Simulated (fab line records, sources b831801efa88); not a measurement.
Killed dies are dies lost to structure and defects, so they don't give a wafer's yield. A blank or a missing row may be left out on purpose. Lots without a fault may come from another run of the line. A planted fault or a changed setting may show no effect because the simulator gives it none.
Which tool did it? | flow sky130 | 12 lots, 36 wafers sampled, at 3 steps of a route of 708

WHAT THE GAUGES READ, wafer by wafer
SKY_VIA3_THK_MEAS_01.
lot  | measured     | on            | VIA3_HDPCVD_THK (nm)
L075 | day 38 09:29 | film_metro-04 | 1713 1712 1713
L077 | day 39 06:04 | film_metro-04 | 1745 1714 1711
L080 | day 40 09:52 | film_metro-04 | 1701 1701 1709
L081 | day 40 15:07 | film_metro-01 | 1701 1686 1683
L083 | day 41 19:27 | film_metro-02 | 1707 1713 1714
L084 | day 41 22:04 | film_metro-04 | 1722 1734 1717
L087 | day 42 10:46 | film_metro-04 | 1684 1691 1686
L089 | day 42 19:28 | film_metro-01 | 1688 1688 1707
L091 | day 43 05:29 | film_metro-04 | 1681 1684 1684
L093 | day 43 23:31 | film_metro-02 | 1711 1704 1714
L095 | day 44 14:58 | film_metro-04 | 1689 1685 1691
L097 | day 44 23:10 | film_metro-02 | 1700 1710 1703

WHICH TOOL RAN EACH LOT (tool, then ch and the chambers of the sampled wafers, then the start)
lot  | SKY_METAL2_SPUTTER_01        | SKY_METAL3_STRIP_19
L075 | pvd_sputter-02, day 33 15:07 | plasma_asher-03 ch 0,1, day 38 08:43
L077 | pvd_sputter-03, day 34 14:49 | plasma_asher-04 ch 0,1, day 39 05:18
L080 | pvd_sputter-01, day 35 20:42 | plasma_asher-02 ch 0,1, day 40 09:05
L081 | pvd_sputter-01, day 36 03:41 | plasma_asher-02 ch 0,1, day 40 14:20
L083 | pvd_sputter-03, day 37 09:40 | plasma_asher-03 ch 0,1, day 41 18:40
L084 | pvd_sputter-02, day 37 14:43 | plasma_asher-04 ch 0,1, day 41 21:18
L087 | pvd_sputter-03, day 38 03:38 | plasma_asher-03 ch 0,1, day 42 10:00
L089 | pvd_sputter-02, day 38 13:50 | plasma_asher-02 ch 0,1, day 42 18:42
L091 | pvd_sputter-02, day 39 00:48 | plasma_asher-04 ch 0,1, day 43 04:41
L093 | pvd_sputter-03, day 39 20:28 | plasma_asher-04 ch 0,1, day 43 22:16
L095 | pvd_sputter-03, day 40 11:14 | plasma_asher-03 ch 0,1, day 44 14:13
L097 | pvd_sputter-01, day 40 19:29 | plasma_asher-02 ch 0,1, day 44 22:14
- SKY_METAL2_SPUTTER_01: material TiN, target thk 20 nm, time 16.7 s.
- SKY_METAL3_STRIP_19: strips in O2/N2.

THE ANSWER, worked out from the rows above alone
Rule: what is usual is taken from the lots themselves. Put in order of their means at a reading, lots are off if they are a third of the lots or fewer, leave a main group of 4 or more, and stand apart from it by a gap of 3 or more times the standard deviation of the main group's means; of several such gaps the widest counts. A main group whose means are all the same, to the digits that the tables above print for the reading, isn't used. A lot without any number at a reading at which 4 lots or more have one is off too. The other lots that the step has rows for count as sound.
No lot is off at any reading shown: from this, nothing can be told.

WHAT THE SIMULATOR HAD PUT IN
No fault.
